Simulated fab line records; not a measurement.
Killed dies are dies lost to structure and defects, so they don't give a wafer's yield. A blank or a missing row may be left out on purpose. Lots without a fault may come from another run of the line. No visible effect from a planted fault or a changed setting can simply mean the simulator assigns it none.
The tool behind it: which one? | flow gf180mcu | Sampling: 6 lots, 18 wafers, 4 of 602 route steps

== WHAT EACH GAUGE READ, for each wafer ==
GF_V1_OVL_MEAS_15.
lot  | measured     | on         | V1_OVL (nm)
L496 | day 18 10:31 | overlay-02 | -1 -10 -7
L498 | day 19 00:13 | overlay-01 | -1 -2 -6
L500 | day 19 23:44 | overlay-01 | 3 3 4
L507 | day 22 17:06 | overlay-02 | -3 -6 -2
L509 | day 23 10:45 | overlay-02 | 5 3 8
L515 | day 25 08:36 | overlay-02 | -1 -2 1

== EACH LOT AND THE TOOL THAT RAN IT (in order: tool; ch and the chambers of the sampled wafers; start) ==
lot  | GF_SAB_ETCH_11                    | GF_SAB_STRIP_13                     | GF_M1_METAL_ETCH_16
L496 | rieDiel-01 ch 0,3, day 15 09:32   | plasmaAsher-02 ch 0, day 15 09:41   | rieMetal-01 ch 0,1, day 17 09:12
L498 | rieDiel-03 ch 0,2,3, day 15 23:18 | plasmaAsher-04 ch 0,1, day 15 23:28 | rieMetal-01 ch 0,1, day 17 23:35
L500 | rieDiel-01 ch 0,1,2, day 16 20:02 | plasmaAsher-01 ch 0,1, day 16 20:11 | rieMetal-01 ch 0,1, day 18 21:59
L507 | rieDiel-03 ch 0,1,3, day 19 13:59 | plasmaAsher-01 ch 0,1, day 19 14:08 | rieMetal-01 ch 0,1, day 21 16:47
L509 | rieDiel-04 ch 1,2,3, day 20 06:56 | plasmaAsher-01 ch 0,1, day 20 07:06 | rieMetal-01 ch 0,1, day 22 10:09
L515 | rieDiel-01 ch 0,1,3, day 22 08:41 | plasmaAsher-04 ch 0,1, day 22 08:50 | rieMetal-01 ch 0,1, day 24 10:02
- GF_SAB_ETCH_11: etches SiO2 in C4F8/O2/Ar, target depth 55 nm, time 8.5 s.
- GF_SAB_STRIP_13: strips in O2/N2.
- GF_M1_METAL_ETCH_16: etches the open film in Cl2/BCl3, stops on SiO2, target depth 750.8 nm, time 125.1 s.

== THE ANSWER, worked out from the rows above alone ==
Rule: the lots themselves supply what counts as usual. Put in order of their means at a reading, lots are off if they are a third of the lots or fewer, leave a main group of 4 or more, and stand apart from it by a gap of 3 or more times the standard deviation of the main group's means; of several such gaps the widest counts. A main group is skipped when, at the precision printed for the reading in the tables above, its means are all equal. A lot without any number at a reading at which 4 lots or more have one is off too. Where the step has rows for the other lots, those lots are counted as sound.
No lot is off on any of the readings shown, so nothing can be concluded from this.

== WHAT THE SIMULATOR PUT IN ==
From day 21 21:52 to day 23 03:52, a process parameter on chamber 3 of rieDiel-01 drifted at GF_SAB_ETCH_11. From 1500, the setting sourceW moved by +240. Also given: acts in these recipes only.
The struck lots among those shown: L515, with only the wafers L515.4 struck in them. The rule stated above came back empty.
